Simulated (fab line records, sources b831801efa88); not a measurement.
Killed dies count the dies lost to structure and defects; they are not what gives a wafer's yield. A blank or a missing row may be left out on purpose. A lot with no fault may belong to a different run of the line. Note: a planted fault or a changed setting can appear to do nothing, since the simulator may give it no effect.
A struck lot beside a sound one | flow sfqLine | 20 out of 325 route steps
Sound: the wafers L781.3, L781.4, L781.6. The struck wafers were L788.2, L788.5, L788.6. Last of all comes the cause.
At each step with rows: each side's tool, then ch and its chambers, then its first start. Under that, the readings that differ: sound wafers | struck wafers | difference of the means | sigmas: that difference in standard deviations of wafers without a fault.
alike: same words and numbers on both sides, and readings whose means sit less than 2 such deviations apart. not compared: any withheld reading, any reading some wafer has no value for, any bound like >300 that may hide the same value, and any number with overlapping values for which the record gives no deviation.
A row with sigmas, a row that says differs or no value, or rows on one side alone: a step with any of these is where the two part. When numbers do not overlap yet have no deviation, they are printed without sigmas and do not part them. A reading that every wafer of one side lacks parts them only if that side has two wafers or more.

first, 2 steps without rows for these wafers: SFQ_TRILAYER_I2_VIA_LITHO_PEB_070 (peb time 60 s); SFQ_TRILAYER_I2_VIA_LITHO_DEVELOP_069 (time 60 s).
SFQ_I2_OVL_MEAS_918:
  struck on overlay-02, day 44 19:13; sound on overlay-02, day 37 15:34
  alike: I2_OVL
SFQ_TRILAYER_I2_VIA_BARC_OPEN_VIA_ETCH_096: etches BARC in O2, target depth 125 nm, time 41.7 s.
  sound on rieDiel-04 ch 0,2,3, day 37 15:35; struck on rieDiel-01 ch 1,3, day 44 19:15
  alike: chamberPressureMTorr, drypumpMotorCurrentA, oesProductAu, rfFwdPowerW
  not compared: rfHoursCounterH
SFQ_TRILAYER_I2_VIA_ETCH_VIA_ETCH_070: etches SiO2 in CHF3, stops on Nb, target depth 260 nm.
  sound on rieDiel-04 ch 0,2,3, day 37 15:38; struck on rieDiel-01 ch 1,3, day 44 19:17
reading             | sound             | struck            | difference | sigmas
oesProductAu (a.u.) | 0.850 0.848 0.852 | 0.857 0.861 0.866 | +0.011     | +2
  alike: chamberPressureMTorr, drypumpMotorCurrentA, rfFwdPowerW
then, 3 steps without rows for these wafers: SFQ_TRILAYER_I2_VIA_STRIP_STRIP_071 (strips in O2); SFQ_TRILAYER_I2_VIA_STRIP_SOLV_CLEAN_072 (cleans in NMP, time 600 s); SFQ_TRILAYER_M3_DEP_PRE_CLEAN_074 (time 22.5 s).
SFQ_TRILAYER_M3_DEP_SPUTTER_073: material Nb, target thk 200 nm, time 133.3 s.
  struck on pvdSputter-05, day 44 20:13; sound on pvdSputter-06, day 37 16:33
  alike: throttleValvePct
SFQ_M3_RS_MEAS_919: the measuring method here is four-point-probe.
  struck on filmMetro-03, day 44 20:19; sound on filmMetro-04, day 37 16:41
  alike: M3_NB_RS
then, 1 step without rows for these wafers: SFQ_TRILAYER_M3_LITHO_COAT_080 (resist thk 62 nm).
SFQ_TRILAYER_M3_LITHO_COAT_075: resist thk 600 nm.
  sound on lithoTrack-02 ch 0, day 37 17:13; struck on lithoTrack-01 ch 0, day 44 20:50
reading                                            | sound             | struck            | difference | sigmas
dispensePressureKPa (kPa)                          | 47.2 47.1 47.2    | 46.2 46.2 46.2    | -1.0       | -2
model.KrF_of_TRILAYER_M3_LITHO_COAT_075.thkNm (nm) | 598.5 599.1 598.7 | 546.8 548.3 548.6 | -50.9      | 
then, 4 steps without rows for these wafers: SFQ_TRILAYER_M3_LITHO_SOFTBAKE_079; SFQ_TRILAYER_M3_LITHO_EXPOSE_076 (exposes mask M3, target cd 500 nm); SFQ_TRILAYER_M3_LITHO_PEB_078 (peb time 60 s); SFQ_TRILAYER_M3_LITHO_DEVELOP_077 (time 60 s).
-- the record jumps here: 5 days lie between the struck wafers' starts before and after --
SFQ_M3_OVL_MEAS_921:
  struck on overlay-02, day 50 05:37; sound on overlay-02, day 41 22:33
  alike: M3_OVL
SFQ_TRILAYER_M3_BARC_OPEN_METAL_ETCH_100: etches BARC in O2, target depth 125 nm, time 41.7 s.
  sound on rieMetal-04 ch 0,1, day 41 22:35; struck on rieMetal-04 ch 0,1, day 50 05:38
  alike: chamberPressureMTorr, drypumpMotorCurrentA, oesProductAu, rfFwdPowerW
  not compared: rfHoursCounterH
SFQ_TRILAYER_M3_ETCH_METAL_ETCH_078: etches Nb in Cl2/Ar, stops on SiO2, target depth 240 nm, time 120 s.
  sound on rieMetal-04 ch 0,1, day 41 22:40; struck on rieMetal-04 ch 0,1, day 50 05:42
reading                                            | sound             | struck            | difference | sigmas
model.KrF_of_TRILAYER_M3_LITHO_COAT_075.thkNm (nm) | 379.7 378.3 379.6 | 328.7 329.3 329.7 | -50.0      | 
  alike: chamberPressureMTorr, drypumpMotorCurrentA, oesProductAu, rfFwdPowerW
  not compared: rfHoursCounterH
SFQ_TRILAYER_M3_STRIP_STRIP_079: strips in O2.
  sound on rieMetal-04 ch 0,1, day 41 22:58; struck on rieMetal-04 ch 0,1, day 50 05:49
reading             | sound             | struck            | difference | sigmas
oesProductAu (a.u.) | 0.992 0.996 1.004 | 1.007 1.014 1.012 | +0.014     | +2
  alike: chamberPressureMTorr, drypumpMotorCurrentA
  not compared: rfHoursCounterH

== WHERE THEY PART ==
Earliest at SFQ_TRILAYER_I2_VIA_ETCH_VIA_ETCH_070; latest, in this record, at SFQ_TRILAYER_M3_STRIP_STRIP_079.

WHY: the cause the simulator had injected
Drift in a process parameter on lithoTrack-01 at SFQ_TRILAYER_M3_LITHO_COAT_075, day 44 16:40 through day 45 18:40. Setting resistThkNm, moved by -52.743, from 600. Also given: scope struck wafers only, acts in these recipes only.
